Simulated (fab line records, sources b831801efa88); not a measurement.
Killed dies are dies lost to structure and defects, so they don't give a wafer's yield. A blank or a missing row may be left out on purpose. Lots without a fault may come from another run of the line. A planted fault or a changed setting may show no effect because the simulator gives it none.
fab line records | flow sky130
record lots=24 wafers=72 last_day=51
route steps=708 shown NWELL@78 POLY_GATE@218 LDD_HVP@287 SD_N@353 METAL1@454 VIA1@460
lots that met no fault: from a run of the same line without faults
start_h: hours from the record's first day to the start of the lot's first wafer shown | wait_h: hours since the lot's step before | " the same as in the row above | L1.1+2: a row that stands for several wafers | - no value, or no start given | * or withheld: withheld | < > ~ a bound
route shown NAME@n: a module of which the file shows steps, and the number in the route of the first | usual: mean/standard deviation of fault-free wafers | same: alike in all rows | chamber/n: place in a boat | sites: the reading at each site | _std_site: their standard deviation | _edge_site: outer sites' mean less inner sites' | radius_mm: how far each site lies from the wafer's centre | mask NAME#n: copy n | behind: the tool/chamber that last shaped the wafer | hold: why the lot was held/for how many hours/how that ended | device: the transistor (n, p or np) that didn't switch | end of line: the same wafers' tests at the end of the route | a step without rows: its recipe alone | killed: dies lost to structure and defects at the first sort, not the wafer's yield | map: a wafer's dies, x killed, . not, _ none there
set.NAME: the setting as run; set.NAME@STEP: as run at that earlier step | model.NAME: the simulator's own value behind a step, which no gauge read
steps of the route over a sample of lots; a table a step, a row a wafer
services: from which hour (start_h, from the record's first day; less than 0 if before it) a tool's chamber was out of use, for how many hours, and why
## steps
# step SKY_NWELL_STRIP_25
# recipe chemistry=O2/N2 power_w=1400 pressure_mtorr=1500 platen_temp_c=withheld o2_flow_sccm=3000 n2_flow_sccm=300 overash_fraction=0.5
# usual drypump_motor_current_A=6.12/0.26 n2_flow_sccm=300.2/0.87 oes_product_au=0.722/0.004 strip_time_to_endpoint_s=36.95/0.091
# columns lot.wafer tool chamber start_h wait_h drypump_motor_current_A n2_flow_sccm oes_product_au rf_hours_counter_h strip_time_to_endpoint_s
L074.1 plasma_asher-03 1 109.40 0.1 6.47 299.7 0.722 42 36.81
L074.2 " 0 " " 5.79 301.5 0.724 42 36.81
L074.3 " 0 " " 5.80 300.3 0.723 - 36.74
L075.3 plasma_asher-03 0 114.32 0.1 5.79 301.1 0.721 - 37.01
L075.5 " 1 " " 6.53 300.0 0.728 - 37.08
L075.6 " 0 " " 5.80 297.8 0.719 - 37.05
L076.2 plasma_asher-01 0 120.75 0.1 6.15 299.7 0.720 31 36.98
L076.4 " 1 " " 5.90 300.2 0.725 - 37.02
L076.5 " 1 " " 5.88 299.7 0.721 - 37.07
L077.1 plasma_asher-01 1 128.20 0.1 5.90 299.9 0.717 32 36.97
L077.2 " 0 " " 6.18 300.6 0.715 32 37.05
L077.5 " 1 " " 5.92 299.7 0.713 - 36.98
L078.1 plasma_asher-03 0 131.43 0.1 5.79 302.5 0.720 42 36.95
L078.4 " 0 " " 5.79 300.8 0.719 - 37.07
L078.6 " 0 " " 5.79 299.8 0.719 - 37.02
L079.1 plasma_asher-01 1 136.00 0.1 5.91 301.0 0.726 33 36.88
L079.2 " 0 " " 6.18 300.8 0.726 33 37.07
L079.5 " 0 " " 6.15 299.9 0.720 - 37.14
L080.1 plasma_asher-03 0 141.30 0.1 5.82 299.5 0.724 43 36.95
L080.2 " 1 " " 6.51 300.7 0.726 43 36.89
L080.3 " 0 " " 5.81 299.4 0.717 - 36.99
L081.1 plasma_asher-03 1 144.35 0.1 6.54 300.9 0.723 44 36.99
L081.3 " 1 " " 6.56 300.8 0.722 - 37.10
L081.4 " 0 " " 5.77 300.9 0.716 - 37.00
L082.1 plasma_asher-01 1 158.09 0.1 5.92 300.9 0.722 35 37.01
L082.2 " 0 " " 6.16 298.7 0.721 35 36.95
L082.4 " 1 " " 5.91 301.6 0.724 - 36.81
L083.1 plasma_asher-04 1 159.04 0.1 6.24 299.9 0.723 47 36.89
L083.4 " 1 " " 6.24 300.9 0.716 - 36.88
L083.6 " 1 " " 6.23 301.2 0.728 - 36.79
L084.1 plasma_asher-03 1 166.20 0.1 6.54 300.4 0.723 46 36.89
L084.3 " 1 " " 6.51 299.6 0.724 - 36.91
L084.4 " 0 " " 5.80 300.6 0.726 - 36.84
L085.2 plasma_asher-03 1 168.73 0.1 6.55 300.3 0.722 46 36.90
L085.4 " 0 " " 5.79 299.9 0.727 - 37.04
L085.5 " 1 " " 6.54 299.5 0.721 - 37.00
L086.2 plasma_asher-01 1 174.15 0.1 5.89 299.6 0.725 36 36.98
L086.4 " 1 " " 5.91 298.8 0.723 - 37.00
L086.5 " 0 " " 6.15 300.0 0.723 - 37.02
L087.4 plasma_asher-04 1 180.82 0.1 6.22 299.9 0.726 - 36.88
L087.5 " 0 " " 6.03 300.5 0.722 - 36.92
L087.6 " 1 " " 6.23 298.8 0.723 - 36.85
L088.1 plasma_asher-03 1 187.99 0.1 6.48 298.1 0.724 48 36.86
L088.5 " 0 " " 5.80 300.6 0.723 - 36.82
L088.6 " 1 " " 6.46 299.6 0.725 - 36.88
L089.1 plasma_asher-01 0 194.78 0.1 6.14 298.9 0.723 38 36.91
L089.5 " 1 " " 5.91 300.1 0.726 - 36.91
L089.6 " 0 " " 6.15 299.7 0.724 - 36.85
L090.2 plasma_asher-04 0 202.44 0.1 6.10 298.6 0.725 51 37.06
L090.3 " 1 " " 6.23 299.6 0.730 - 37.06
L090.4 " 0 " " 6.05 299.7 0.721 - 37.00
L092.3 plasma_asher-03 1 215.12 0.1 6.48 299.1 0.716 - 37.10
L092.5 " 1 " " 6.50 298.1 0.722 - 37.00
L092.6 " 0 " " 5.81 300.7 0.720 - 36.97
L091.1 plasma_asher-04 0 215.85 0.1 6.06 300.3 0.728 52 36.96
L091.2 " 1 " " 6.24 298.6 0.718 52 36.94
L091.4 " 1 " " 6.22 299.2 0.721 - 37.06
L093.1 plasma_asher-03 0 219.93 0.1 5.79 300.4 0.727 52 36.95
L093.5 " 1 " " 6.52 301.8 0.718 - 36.95
L093.6 " 0 " " 5.81 300.0 0.722 - 36.95
L094.1 plasma_asher-04 1 227.65 0.1 6.22 299.5 0.723 54 36.83
L094.2 " 0 " " 6.08 300.0 0.719 54 36.87
L094.6 " 0 " " 6.10 299.5 0.722 - 36.91
L096.1 plasma_asher-03 0 240.35 0.1 5.78 300.3 0.722 54 36.84
L096.3 " 0 " " 5.79 300.0 0.724 - 36.87
L096.4 " 1 " " 6.46 298.9 0.720 - 36.86
L095.1 plasma_asher-01 1 240.83 0.1 5.90 300.3 0.717 41 36.93
L095.2 " 0 " " 6.16 302.2 0.726 41 36.99
L095.4 " 0 " " 6.15 300.6 0.719 - 36.89
L097.1 plasma_asher-04 1 253.13 0.1 6.25 299.2 0.728 56 36.90
L097.5 " 0 " " 6.11 299.3 0.726 - 36.87
L097.6 " 1 " " 6.24 299.2 0.724 - 36.78
# step SKY_POLY_GATE_THK_MEAS_04
# recipe reads=Si3N4_of_POLY_GATE_CVD_03
# usual POLY_GATE_CVD_03_THK=74.8/0.66
# columns lot.wafer tool chamber start_h wait_h POLY_GATE_CVD_03_THK[nm]
L074.1 film_metro-01 - 346.42 0.0 75.4
L074.2 " - " " 75.1
L074.3 " - " " 75.4
L075.3 film_metro-04 - 355.37 0.0 74.8
L075.5 " - " " 74.6
L075.6 " - " " 74.2
L076.2 film_metro-03 - 363.11 0.0 75.1
L076.4 " - " " 74.9
L076.5 " - " " 75.5
L077.1 film_metro-01 - 375.41 0.0 74.6
L077.2 " - " " 75.2
L077.5 " - " " 74.4
L078.1 film_metro-04 - 396.93 0.0 73.2
L078.4 " - " " 72.8
L078.6 " - " " 73.8
L079.1 film_metro-01 - 396.93 0.0 73.8
L079.2 " - " " 74.3
L079.5 " - " " 74.2
L080.1 film_metro-03 - 396.93 0.0 74.2
L080.2 " - " " 74.1
L080.3 " - " " 75.1
L081.1 film_metro-03 - 404.17 0.0 75.1
L081.3 " - " " 74.6
L081.4 " - " " 74.9
L082.1 film_metro-01 - 421.01 0.0 74.5
L082.2 " - " " 74.1
L082.4 " - " " 74.0
L083.1 film_metro-03 - 423.12 0.0 74.7
L083.4 " - " " 75.2
L083.6 " - " " 74.9
L085.2 film_metro-01 - 438.66 0.0 75.8
L085.4 " - " " 75.6
L085.5 " - " " 75.2
L084.1 film_metro-01 - 438.71 0.1 75.7
L084.3 " - " " 75.4
L084.4 " - " " 75.4
L086.2 film_metro-04 - 443.03 0.0 74.7
L086.4 " - " " 75.6
L086.5 " - " " 75.2
L087.4 film_metro-04 - 455.71 0.0 76.1
L087.5 " - " " 75.4
L087.6 " - " " 75.5
L088.1 film_metro-04 - 465.12 0.0 74.6
L088.5 " - " " 75.1
L088.6 " - " " 76.1
L089.1 film_metro-01 - 474.07 0.0 74.7
L089.5 " - " " 75.1
L089.6 " - " " 74.8
L090.2 film_metro-04 - 485.20 0.0 75.4
L090.3 " - " " 74.9
L090.4 " - " " 74.6
L092.3 film_metro-01 - 501.13 0.0 75.6
L092.5 " - " " 75.3
L092.6 " - " " 74.6
L091.1 film_metro-04 - 503.52 0.0 75.0
L091.2 " - " " 75.7
L091.4 " - " " 74.9
L093.1 film_metro-04 - 509.06 0.0 75.3
L093.5 " - " " 75.2
L093.6 " - " " 75.2
L094.1 film_metro-01 - 518.36 0.0 75.6
L094.2 " - " " 75.7
L094.6 " - " " 75.6
L096.1 film_metro-01 - 533.86 0.0 74.8
L096.3 " - " " 74.4
L096.4 " - " " 74.7
L095.1 film_metro-01 - 536.98 0.0 73.8
L095.2 " - " " 73.8
L095.4 " - " " 73.7
L097.1 film_metro-01 - 553.31 0.0 75.1
L097.5 " - " " 74.7
L097.6 " - " " 74.1
# step SKY_LDD_HVP_STRIP_09
# recipe chemistry=O2/N2 power_w=1400 pressure_mtorr=1500 platen_temp_c=withheld o2_flow_sccm=3000 n2_flow_sccm=300 overash_fraction=0.5
# usual drypump_motor_current_A=6.0/0.45 n2_flow_sccm=300.0/0.89 oes_product_au=0.409/0.0044 strip_time_to_endpoint_s=4.138/0.016
# columns lot.wafer tool chamber start_h wait_h drypump_motor_current_A n2_flow_sccm oes_product_au rf_hours_counter_h strip_time_to_endpoint_s
L074.1 plasma_asher-02 0 499.54 0.1 6.4 300.9 0.408 33 4.144
L074.2 " 1 " " 5.2 298.7 0.409 33 4.133
L074.3 " 1 " " 5.2 300.0 0.404 - 4.118
L075.3 plasma_asher-01 0 509.76 0.1 6.2 299.1 0.406 - 4.144
L075.5 " 1 " " 5.9 298.4 0.413 - 4.142
L075.6 " 0 " " 6.2 300.1 0.412 - 4.167
L076.2 plasma_asher-02 1 517.04 0.1 5.2 300.2 0.411 35 4.144
L076.4 " 1 " " 5.2 300.8 0.411 - 4.117
L076.5 " 0 " " 6.3 299.4 0.404 - 4.129
L077.1 plasma_asher-01 1 533.54 0.1 5.9 300.2 0.409 72 4.162
L077.2 " 0 " " 6.2 301.1 0.410 72 4.141
L077.5 " 1 " " 5.9 299.6 0.406 - 4.134
L079.1 plasma_asher-03 1 553.84 0.1 6.5 299.0 0.409 84 4.113
L079.2 " 0 " " 5.8 300.7 0.418 84 4.121
L079.5 " 0 " " 5.8 300.8 0.405 - 4.140
L080.1 plasma_asher-02 1 554.54 0.1 5.2 299.3 0.410 38 4.128
L080.2 " 0 " " 6.3 300.1 0.415 38 4.132
L080.3 " 0 " " 6.3 299.6 0.404 - 4.138
L078.1 plasma_asher-01 1 554.74 0.1 5.9 299.3 0.409 75 4.126
L078.4 " 1 " " 5.9 298.2 0.416 - 4.147
L078.6 " 1 " " 5.9 298.9 0.407 - 4.124
L081.1 plasma_asher-02 1 560.04 0.1 5.2 299.0 0.407 39 4.133
L081.3 " 1 " " 5.2 300.4 0.410 - 4.131
L081.4 " 0 " " 6.4 301.3 0.401 - 4.121
L082.1 plasma_asher-02 1 579.43 0.1 5.2 300.0 0.403 41 4.120
L082.2 " 0 " " 6.3 300.3 0.409 41 4.119
L082.4 " 1 " " 5.2 301.1 0.410 - 4.139
L083.1 plasma_asher-03 1 581.03 0.1 6.5 300.8 0.401 87 4.135
L083.4 " 0 " " 5.8 299.5 0.413 - 4.103
L083.6 " 1 " " 6.5 301.3 0.410 - 4.114
L085.2 plasma_asher-01 0 594.89 0.1 6.2 299.9 0.410 79 4.121
L085.4 " 1 " " 5.9 299.9 0.414 - 4.131
L085.5 " 0 " " 6.2 299.4 0.406 - 4.137
L084.1 plasma_asher-02 0 595.84 0.1 6.3 300.8 0.406 42 4.142
L084.3 " 1 " " 5.2 298.9 0.411 - 4.115
L084.4 " 0 " " 6.3 301.5 0.409 - 4.121
L086.2 plasma_asher-01 0 601.03 0.1 6.2 299.9 0.413 80 4.154
L086.4 " 0 " " 6.2 300.1 0.405 - 4.145
L086.5 " 0 " " 6.2 299.4 0.412 - 4.174
L087.4 plasma_asher-01 0 611.28 0.1 6.2 299.5 0.412 - 4.136
L087.5 " 1 " " 5.9 299.5 0.402 - 4.144
L087.6 " 0 " " 6.2 300.0 0.406 - 4.112
L088.1 plasma_asher-03 1 619.78 0.1 6.5 298.7 0.406 91 4.122
L088.5 " 1 " " 6.5 298.9 0.409 - 4.143
L088.6 " 0 " " 5.8 300.6 0.416 - 4.128
L089.1 plasma_asher-03 1 629.84 0.1 6.5 299.5 0.410 92 4.154
L089.5 " 0 " " 5.8 300.2 0.406 - 4.147
L089.6 " 1 " " 6.5 299.5 0.408 - 4.154
L090.2 plasma_asher-03 0 639.19 0.1 5.8 300.1 0.395 93 4.121
L090.3 " 0 " " 5.8 300.1 0.406 - 4.135
L090.4 " 1 " " 6.6 301.0 0.404 - 4.121
L092.3 plasma_asher-03 0 656.72 0.1 5.8 300.7 0.412 - 4.135
L092.5 " 0 " " 5.8 300.1 0.401 - 4.136
L092.6 " 1 " " 6.5 301.7 0.415 - 4.133
L091.1 plasma_asher-03 1 658.48 0.1 6.5 300.3 0.406 95 4.162
L091.2 " 0 " " 5.8 299.9 0.409 95 4.136
L091.4 " 1 " " 6.5 300.9 0.413 - 4.145
L093.1 plasma_asher-02 0 664.09 0.1 6.3 300.6 0.413 50 4.135
L093.5 " 1 " " 5.2 298.5 0.402 - 4.153
L093.6 " 0 " " 6.3 299.8 0.405 - 4.150
L094.1 plasma_asher-02 0 672.24 0.1 6.3 298.3 0.409 50 4.154
L094.2 " 1 " " 5.2 299.1 0.410 50 4.143
L094.6 " 1 " " 5.2 298.6 0.405 - 4.143
L096.1 plasma_asher-03 1 682.58 0.1 6.5 299.0 0.405 98 4.133
L096.3 " 1 " " 6.5 300.6 0.412 - 4.116
L096.4 " 0 " " 5.8 300.6 0.404 - 4.128
L095.1 plasma_asher-03 1 688.11 0.1 6.5 301.1 0.408 98 4.138
L095.2 " 0 " " 5.8 298.0 0.415 98 4.144
L095.4 " 0 " " 5.8 299.5 0.415 - 4.142
L097.1 plasma_asher-03 1 702.79 0.1 6.5 300.6 0.405 100 4.168
L097.5 " 0 " " 5.8 301.5 0.409 - 4.180
L097.6 " 1 " " 6.6 299.2 0.414 - 4.161
# step SKY_SD_N_STRIP_11
# recipe chemistry=O2/N2 power_w=1400 pressure_mtorr=1500 platen_temp_c=withheld o2_flow_sccm=3000 n2_flow_sccm=300 overash_fraction=0.5
# usual drypump_motor_current_A=6.1/0.37 n2_flow_sccm=300.1/0.97 oes_product_au=0.528/0.0045 strip_time_to_endpoint_s=22.49/0.041
# columns lot.wafer tool chamber start_h wait_h drypump_motor_current_A n2_flow_sccm oes_product_au rf_hours_counter_h strip_time_to_endpoint_s
L074.1 plasma_asher-04 0 651.51 0.1 6.1 298.4 0.526 23 22.51
L074.2 " 1 " " 6.2 299.9 0.524 23 22.51
L074.3 " 0 " " 6.0 299.4 0.528 - 22.55
L075.3 plasma_asher-02 0 663.87 0.1 6.3 299.7 0.533 - 22.50
L075.5 " 1 " " 5.2 298.5 0.533 - 22.53
L075.6 " 0 " " 6.3 300.5 0.524 - 22.51
L076.2 plasma_asher-03 1 667.86 0.1 6.5 298.3 0.529 96 22.46
L076.4 " 1 " " 6.5 301.0 0.522 - 22.42
L076.5 " 0 " " 5.8 301.2 0.531 - 22.46
L077.1 plasma_asher-04 0 683.76 0.1 6.1 300.7 0.528 26 22.46
L077.2 " 1 " " 6.2 300.6 0.534 26 22.50
L077.5 " 1 " " 6.2 299.7 0.525 - 22.50
L079.1 plasma_asher-04 0 704.26 0.1 6.0 299.6 0.522 28 22.48
L079.2 " 1 " " 6.2 298.8 0.530 28 22.47
L079.5 " 1 " " 6.2 300.2 0.533 - 22.47
L080.1 plasma_asher-03 0 704.86 0.1 5.8 300.0 0.531 100 22.51
L080.2 " 1 " " 6.5 300.7 0.519 100 22.52
L080.3 " 0 " " 5.8 300.5 0.528 - 22.50
L078.1 plasma_asher-02 0 705.11 0.1 6.4 299.5 0.522 54 22.51
L078.4 " 1 " " 5.2 301.2 0.538 - 22.57
L078.6 " 0 " " 6.4 300.9 0.526 - 22.47
L081.1 plasma_asher-03 0 707.61 0.1 5.8 300.9 0.529 100 22.45
L081.3 " 0 " " 5.8 299.2 0.522 - 22.48
L081.4 " 1 " " 6.5 301.8 0.533 - 22.45
L082.1 plasma_asher-03 0 728.16 0.1 5.8 300.8 0.531 102 22.41
L082.2 " 1 " " 6.5 299.0 0.529 102 22.46
L082.4 " 0 " " 5.8 301.2 0.526 - 22.50
L083.1 plasma_asher-04 1 731.21 0.1 6.2 300.7 0.525 31 22.49
L083.4 " 1 " " 6.2 299.4 0.527 - 22.52
L083.6 " 1 " " 6.2 298.8 0.527 - 22.50
L085.2 plasma_asher-04 1 739.76 0.1 6.2 297.9 0.528 32 22.51
L085.4 " 1 " " 6.2 300.1 0.525 - 22.46
L085.5 " 1 " " 6.2 300.6 0.535 - 22.47
L084.1 plasma_asher-03 0 744.06 0.1 5.8 302.3 0.535 0 22.52
L084.3 " 1 " " 6.5 301.6 0.532 - 22.52
L084.4 " 0 " " 5.8 302.0 0.522 - 22.51
L086.2 plasma_asher-03 0 747.46 0.1 5.8 298.6 0.527 0 22.49
L086.4 " 1 " " 6.5 299.8 0.527 - 22.51
L086.5 " 0 " " 5.8 298.9 0.530 - 22.50
L087.4 plasma_asher-04 1 758.65 0.1 6.2 298.9 0.516 - 22.44
L087.5 " 0 " " 6.1 300.0 0.530 - 22.47
L087.6 " 1 " " 6.2 299.5 0.533 - 22.48
L088.1 plasma_asher-04 1 764.66 0.1 6.2 300.0 0.523 35 22.48
L088.5 " 1 " " 6.2 299.7 0.529 - 22.50
L088.6 " 0 " " 6.1 300.7 0.522 - 22.49
L089.1 plasma_asher-02 1 774.61 0.1 5.2 299.7 0.530 62 22.47
L089.5 " 1 " " 5.2 299.9 0.526 - 22.44
L089.6 " 0 " " 6.3 300.1 0.524 - 22.42
L090.2 plasma_asher-03 0 783.11 0.1 5.8 301.1 0.529 4 22.49
L090.3 " 1 " " 6.5 300.7 0.528 - 22.49
L090.4 " 0 " " 5.8 301.8 0.527 - 22.48
L092.3 plasma_asher-03 0 798.74 0.1 5.8 299.8 0.529 - 22.52
L092.5 " 0 " " 5.8 301.4 0.525 - 22.50
L092.6 " 1 " " 6.5 299.2 0.534 - 22.46
L091.1 plasma_asher-02 0 802.81 0.1 6.3 300.4 0.526 65 22.50
L091.2 " 1 " " 5.2 300.4 0.526 65 22.46
L091.4 " 1 " " 5.2 299.6 0.534 - 22.52
L093.1 plasma_asher-04 0 803.86 0.1 6.0 301.5 0.523 38 22.40
L093.5 " 1 " " 6.2 301.0 0.524 - 22.45
L093.6 " 0 " " 6.1 299.8 0.530 - 22.46
L094.1 plasma_asher-04 1 814.61 0.1 6.2 298.7 0.522 39 22.47
L094.2 " 0 " " 6.0 300.2 0.532 39 22.41
L094.6 " 1 " " 6.2 301.0 0.523 - 22.42
L096.1 plasma_asher-04 0 821.92 0.1 6.0 300.5 0.520 40 22.47
L096.3 " 1 " " 6.2 300.5 0.529 - 22.52
L096.4 " 0 " " 6.1 300.3 0.535 - 22.51
L095.1 plasma_asher-02 1 828.91 0.1 5.2 301.6 0.522 68 22.54
L095.2 " 0 " " 6.4 300.2 0.525 68 22.51
L095.4 " 0 " " 6.4 299.9 0.523 - 22.58
L097.1 plasma_asher-04 1 842.96 0.1 6.2 301.0 0.536 42 22.52
L097.5 " 0 " " 6.1 299.5 0.525 - 22.59
L097.6 " 1 " " 6.2 301.0 0.529 - 22.56
# step SKY_METAL1_STRIP_20
# recipe chemistry=O2/N2 power_w=1400 pressure_mtorr=1500 platen_temp_c=withheld o2_flow_sccm=3000 n2_flow_sccm=300 overash_fraction=0.5
# usual drypump_motor_current_A=6.0/0.46 n2_flow_sccm=300.1/0.87 oes_product_au=0.343/0.005 strip_time_to_endpoint_s=2.70/0.042
# columns lot.wafer tool chamber start_h wait_h drypump_motor_current_A n2_flow_sccm oes_product_au rf_hours_counter_h strip_time_to_endpoint_s
L074.1 plasma_asher-04 0 770.24 0.1 6.0 300.8 0.343 36 2.76
L074.2 " 1 " " 6.2 300.9 0.346 36 2.74
L074.3 " 1 " " 6.2 301.1 0.346 - 2.73
L075.3 plasma_asher-03 0 781.61 0.1 5.8 299.5 0.338 - 2.68
L075.5 " 1 " " 6.5 300.2 0.345 - 2.68
L075.6 " 0 " " 5.8 299.5 0.344 - 2.68
L076.2 plasma_asher-02 0 785.58 0.1 6.4 299.3 0.342 63 2.65
L076.4 " 0 " " 6.4 300.1 0.332 - 2.67
L076.5 " 1 " " 5.2 299.9 0.344 - 2.66
L077.1 plasma_asher-02 0 800.65 0.1 6.3 303.1 0.334 65 2.71
L077.2 " 1 " " 5.2 300.7 0.339 65 2.77
L077.5 " 1 " " 5.2 300.6 0.349 - 2.77
L079.1 plasma_asher-03 0 820.69 0.1 5.8 299.7 0.349 7 2.68
L079.2 " 1 " " 6.5 301.7 0.335 7 2.63
L079.5 " 0 " " 5.8 299.2 0.346 - 2.65
L080.1 plasma_asher-04 1 820.89 0.1 6.2 300.4 0.346 40 2.64
L080.2 " 0 " " 6.1 299.1 0.347 40 2.74
L080.3 " 0 " " 6.0 300.2 0.339 - 2.75
L078.1 plasma_asher-02 0 821.39 0.1 6.3 300.2 0.338 67 2.75
L078.4 " 0 " " 6.3 298.7 0.343 - 2.71
L078.6 " 1 " " 5.2 300.8 0.339 - 2.75
L081.1 plasma_asher-03 0 823.90 0.1 5.8 300.7 0.341 8 2.74
L081.3 " 1 " " 6.5 299.1 0.342 - 2.71
L081.4 " 0 " " 5.8 299.6 0.346 - 2.65
L082.1 plasma_asher-02 0 842.95 0.1 6.3 299.2 0.349 69 2.71
L082.2 " 1 " " 5.2 300.7 0.340 69 2.69
L082.4 " 0 " " 6.4 300.1 0.348 - 2.66
L083.1 plasma_asher-03 0 847.40 0.1 5.8 298.8 0.344 10 2.77
L083.4 " 0 " " 5.8 300.4 0.344 - 2.78
L083.6 " 0 " " 5.8 300.1 0.340 - 2.71
L085.2 plasma_asher-04 1 852.89 0.1 6.2 301.2 0.339 43 2.66
L085.4 " 0 " " 6.1 299.2 0.346 - 2.72
L085.5 " 1 " " 6.2 300.6 0.338 - 2.65
L084.1 plasma_asher-02 0 858.64 0.1 6.3 298.9 0.347 70 2.75
L084.3 " 0 " " 6.3 300.4 0.337 - 2.74
L084.4 " 1 " " 5.2 299.3 0.337 - 2.73
L086.2 plasma_asher-03 1 862.00 0.1 6.5 300.8 0.349 12 2.74
L086.4 " 1 " " 6.5 301.3 0.342 - 2.72
L086.5 " 0 " " 5.8 299.6 0.343 - 2.67
L087.4 plasma_asher-03 0 872.48 0.1 5.8 300.8 0.339 - 2.68
L087.5 " 1 " " 6.5 300.5 0.345 - 2.64
L087.6 " 0 " " 5.8 298.8 0.343 - 2.66
L088.1 plasma_asher-03 0 878.10 0.1 5.8 298.9 0.338 14 2.67
L088.5 " 1 " " 6.5 299.3 0.343 - 2.64
L088.6 " 0 " " 5.8 299.9 0.329 - 2.68
L089.1 plasma_asher-03 0 887.40 0.1 5.8 298.4 0.347 15 2.72
L089.5 " 1 " " 6.5 300.2 0.342 - 2.71
L089.6 " 0 " " 5.8 300.4 0.337 - 2.70
L090.2 plasma_asher-02 1 894.24 0.1 5.2 299.5 0.353 74 2.65
L090.3 " 0 " " 6.4 300.0 0.350 - 2.72
L090.4 " 1 " " 5.2 298.8 0.347 - 2.67
L092.3 plasma_asher-02 0 910.41 0.1 6.3 299.2 0.344 - 2.71
L092.5 " 0 " " 6.3 300.4 0.350 - 2.70
L092.6 " 1 " " 5.2 299.0 0.342 - 2.71
L091.1 plasma_asher-04 1 913.79 0.1 6.2 300.2 0.347 48 2.62
L091.2 " 0 " " 6.1 300.7 0.349 48 2.69
L091.4 " 0 " " 6.1 300.8 0.340 - 2.64
L093.1 plasma_asher-02 1 916.14 0.1 5.2 300.6 0.352 76 2.77
L093.5 " 1 " " 5.2 300.7 0.347 - 2.77
L093.6 " 0 " " 6.3 301.0 0.338 - 2.78
L094.1 plasma_asher-03 1 925.34 0.1 6.5 300.0 0.341 19 2.69
L094.2 " 0 " " 5.8 300.2 0.345 19 2.65
L094.6 " 0 " " 5.8 301.1 0.343 - 2.66
L096.1 plasma_asher-02 0 932.50 0.1 6.3 300.1 0.351 78 2.66
L096.3 " 1 " " 5.2 299.8 0.339 - 2.70
L096.4 " 0 " " 6.3 300.8 0.345 - 2.75
L095.1 plasma_asher-04 1 938.34 0.1 6.2 302.1 0.344 50 2.66
L095.2 " 0 " " 6.1 300.0 0.338 50 2.65
L095.4 " 0 " " 6.1 300.7 0.345 - 2.64
L097.1 plasma_asher-03 0 952.04 0.1 5.8 300.5 0.330 21 2.72
L097.5 " 1 " " 6.5 299.9 0.346 - 2.73
L097.6 " 0 " " 5.8 303.0 0.343 - 2.75
# step SKY_VIA1_CMP_02
# recipe material=SiO2 down_force_psi=4 platen_rpm=60 pad_velocity_m_s=0.94248
# usual motor_current_A=11.3/1.3
# columns lot.wafer tool chamber start_h wait_h motor_current_A
L074.1 cmp-01 3 771.46 0.1 9.7
L074.2 " 0 " " 12.2
L074.3 " 1 " " 10.4
L075.3 cmp-02 0 782.38 0.0 11.5
L075.6 " 0 " " 12.0
L075.5 " 1 " " 11.3
L076.2 cmp-01 3 786.39 0.1 9.4
L076.4 " 0 " " 12.8
L076.5 " 3 " " 9.7
L077.2 cmp-01 2 801.41 0.0 10.6
L077.1 " 3 " " 9.9
L077.5 " 2 " " 10.5
L079.2 cmp-01 3 821.51 0.0 9.7
L079.1 " 2 " " 10.2
L079.5 " 0 " " 11.6
L080.3 cmp-02 3 821.69 0.0 12.0
L080.1 " 0 " " 11.5
L080.2 " 1 " " 11.9
L078.1 cmp-01 1 822.30 0.1 10.8
L078.4 " 2 " " 10.1
L078.6 " 0 " " 12.5
L081.1 cmp-01 3 824.70 0.1 9.3
L081.3 " 0 " " 12.6
L081.4 " 2 " " 10.5
L082.1 cmp-01 1 844.22 0.2 10.3
L082.2 " 2 " " 10.0
L082.4 " 3 " " 9.4
L083.4 cmp-01 1 848.21 0.1 9.8
L083.1 " 3 " " 9.3
L083.6 " 0 " " 12.4
L085.4 cmp-01 0 853.76 0.1 12.7
L085.2 " 2 " " 9.9
L085.5 " 3 " " 9.7
L084.4 cmp-02 1 859.69 0.0 11.5
L084.3 " 2 " " 13.0
L084.1 " 0 " " 11.7
L086.4 cmp-01 0 862.87 0.1 12.8
L086.2 " 1 " " 10.2
L086.5 " 0 " " 12.2
L087.4 cmp-01 0 873.27 0.1 13.0
L087.5 " 3 " " 9.4
L087.6 " 0 " " 12.0
L088.1 cmp-02 2 879.02 0.2 12.6
L088.5 " 0 " " 11.5
L088.6 " 1 " " 11.4
L089.1 cmp-02 0 888.36 0.1 11.9
L089.6 " 2 " " 12.9
L089.5 " 3 " " 12.3
L090.2 cmp-02 2 895.01 0.0 13.2
L090.4 " 3 " " 11.7
L090.3 " 0 " " 12.4
L092.3 cmp-01 0 911.37 0.1 12.7
L092.6 " 2 " " 10.6
L092.5 " 3 " " 9.8
L091.4 cmp-02 0 914.62 0.0 12.3
L091.2 " 2 " " 13.6
L091.1 " 3 " " 12.6
L093.1 cmp-01 0 917.07 0.1 12.4
L093.6 " 2 " " 10.9
L093.5 " 3 " " 9.8
L094.1 cmp-02 3 926.38 0.3 11.6
L094.2 " 0 " " 12.2
L094.6 " 2 " " 13.8
L096.1 cmp-02 2 933.31 0.1 13.4
L096.4 " 3 " " 12.4
L096.3 " 0 " " 12.3
L095.1 cmp-01 3 939.11 0.1 9.3
L095.4 " 0 " " 12.4
L095.2 " 2 " " 10.0
L097.1 cmp-01 1 952.96 0.2 10.2
L097.5 " 2 " " 10.3
L097.6 " 3 " " 9.8
## services
# columns tool chamber start_h hours kind
cmp-01 - 106.80 1.5 repair
plasma_asher-02 - 108.81 9.0 pm
plasma_asher-03 - 115.15 15.6 pm
plasma_asher-02 - 117.81 2.8 pm
cmp-01 - 133.58 1.9 repair
cmp-01 - 157.26 6.4 pm
cmp-01 - 190.83 4.5 repair
plasma_asher-02 - 215.06 0.9 repair
cmp-01 - 232.00 4.0 pm
plasma_asher-03 - 236.66 2.8 pm
plasma_asher-02 - 338.67 50.1 pm
plasma_asher-04 - 421.25 9.0 pm
plasma_asher-03 - 449.51 0.4 repair
plasma_asher-03 - 461.41 14.6 pm
plasma_asher-02 - 482.00 0.3 repair
plasma_asher-03 - 527.25 6.4 repair
plasma_asher-04 - 538.73 4.2 repair
plasma_asher-03 - 571.70 0.3 repair
plasma_asher-02 - 707.43 2.2 repair
plasma_asher-03 - 733.80 9.0 pm
plasma_asher-04 - 773.84 3.5 repair
plasma_asher-04 - 846.72 2.0 repair
plasma_asher-04 - 867.82 10.3 repair
plasma_asher-04 - 914.48 2.8 pm
## key
fault none
